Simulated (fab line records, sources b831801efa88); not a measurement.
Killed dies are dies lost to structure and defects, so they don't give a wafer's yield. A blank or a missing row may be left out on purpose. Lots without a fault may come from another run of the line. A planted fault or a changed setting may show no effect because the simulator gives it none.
Which tool did it? | flow sky130 | 13 lots, 39 wafers sampled, at 2 steps of a route of 708

WHAT THE GAUGES READ, wafer by wafer
The record holds no reading of a measuring or inspecting step that can be judged against a usual standard deviation.

WHICH TOOL RAN EACH LOT (tool, then ch and the chambers of the sampled wafers, then the start)
lot  | SKY_LDD_HVP_STRIP_09                 | SKY_PAD_OPEN_PROBE_99
L151 | plasma_asher-01 ch 0, day 21 19:51   | -
L152 | plasma_asher-02 ch 0,1, day 21 20:07 | -
L153 | plasma_asher-02 ch 0,1, day 22 04:11 | -
L154 | plasma_asher-04 ch 0,1, day 23 02:07 | -
L156 | plasma_asher-04 ch 0,1, day 23 15:04 | -
L155 | plasma_asher-04 ch 0, day 23 15:58   | -
L157 | plasma_asher-01 ch 0,1, day 23 16:18 | -
L158 | plasma_asher-01 ch 0,1, day 23 22:16 | -
L159 | plasma_asher-02 ch 0,1, day 24 16:13 | -
L161 | plasma_asher-04 ch 0,1, day 25 07:48 | -
L165 | plasma_asher-01 ch 0,1, day 26 13:40 | -
L168 | plasma_asher-04 ch 0,1, day 28 07:20 | prober-01, day 50 05:13
L173 | plasma_asher-01 ch 0,1, day 28 20:13 | -
- SKY_LDD_HVP_STRIP_09: strips in O2/N2.
- SKY_PAD_OPEN_PROBE_99

WHAT THE TOOLS THEMSELVES READ (means of the sampled wafers that have a number; where no wafer has one, the mark that the record gives instead)
SKY_LDD_HVP_STRIP_09. Usual: chamber_pressure_mTorr 1499.9 mTorr, standard deviation 1.4; drypump_motor_current_A 6.0 A, standard deviation 0.57; oes_product_au 0.409 a.u., standard deviation 0.0046; strip_time_to_endpoint_s 4.137 s, standard deviation 0.017.
lot  | tool            | chamber_pressure_mTorr (mTorr) | drypump_motor_current_A (A) | oes_product_au (a.u.) | strip_time_to_endpoint_s (s) | flag
L151 | plasma_asher-01 | 1499.8                         | 6.3                         | 0.408                 | 4.123                        |
L152 | plasma_asher-02 | 1500.0                         | 5.4                         | 0.411                 | 4.137                        |
L153 | plasma_asher-02 | 1499.7                         | 5.4                         | 0.406                 | 4.112                        |
L154 | plasma_asher-04 | 1499.4                         | 6.4                         | 0.409                 | 4.134                        |
L156 | plasma_asher-04 | 1499.2                         | 6.5                         | 0.410                 | 4.111                        |
L155 | plasma_asher-04 | 1499.4                         | 6.4                         | 0.406                 | 4.142                        |
L157 | plasma_asher-01 | 1500.6                         | 6.0                         | 0.411                 | 4.121                        |
L158 | plasma_asher-01 | 1500.1                         | 5.6                         | 0.413                 | 4.135                        |
L159 | plasma_asher-02 | 1500.7                         | 5.2                         | 0.409                 | 4.145                        |
L161 | plasma_asher-04 | 1500.2                         | 6.4                         | 0.408                 | 4.151                        |
L165 | plasma_asher-01 | 1498.9                         | 6.0                         | 0.405                 | 4.152                        |
L168 | plasma_asher-04 | 1499.7                         | 6.5                         | 0.416                 | 4.144                        |
L173 | plasma_asher-01 | 1500.1                         | 6.0                         | 0.413                 | 4.149                        |

SKY_PAD_OPEN_PROBE_99. Usual: killed_at_M0_to_M3 43, standard deviation 7.2; killed_at_M4_up 3.3, standard deviation 2; killed_at_contacts 25, standard deviation 5.8; killed_at_front_end 15, standard deviation 4.5; killed_at_other 0.3, standard deviation 0.62; killed_dies 86, standard deviation 9.4; killed_open 47, standard deviation 7.1; killed_short 39, standard deviation 6.
lot  | tool      | killed_at_M0_to_M3 | killed_at_M4_up | killed_at_contacts | killed_at_front_end | killed_at_other | killed_dies | killed_open | killed_short | flag
L168 | prober-01 | 38                 | 4.0             | 23                 | 49                  | 0.0             | 114         | 42          | 38           | OFF

THE ANSWER, worked out from the rows above alone
Rule: a lot is off if the mean of its wafers that have a number lies more than 3 standard deviations from the usual mean. A lot without any number at a reading at which 4 lots or more have one is off too. The other lots that the step has rows for count as sound. The gauges are gone through in route order, then the tools' own readings, and for those a lot's mean is taken as printed above. The first step at which some lot is off is used, and at that step the reading that is off furthest; a lot without a number counts as furthest.
Off: L168, at SKY_PAD_OPEN_PROBE_99 (killed_at_front_end). Neither off nor sound, because the step has no rows for them: L151, L152, L153, L154, L156, L155, L157, L158, L159, L161, L165, L173.
A tool fits if, at that step or a process step before it, it ran every lot that is off, and no sound lot after the first of them. Can't be told from this: 2 tools fit, plasma_asher-04 at SKY_LDD_HVP_STRIP_09, prober-01 at SKY_PAD_OPEN_PROBE_99.

WHAT THE SIMULATOR HAD PUT IN
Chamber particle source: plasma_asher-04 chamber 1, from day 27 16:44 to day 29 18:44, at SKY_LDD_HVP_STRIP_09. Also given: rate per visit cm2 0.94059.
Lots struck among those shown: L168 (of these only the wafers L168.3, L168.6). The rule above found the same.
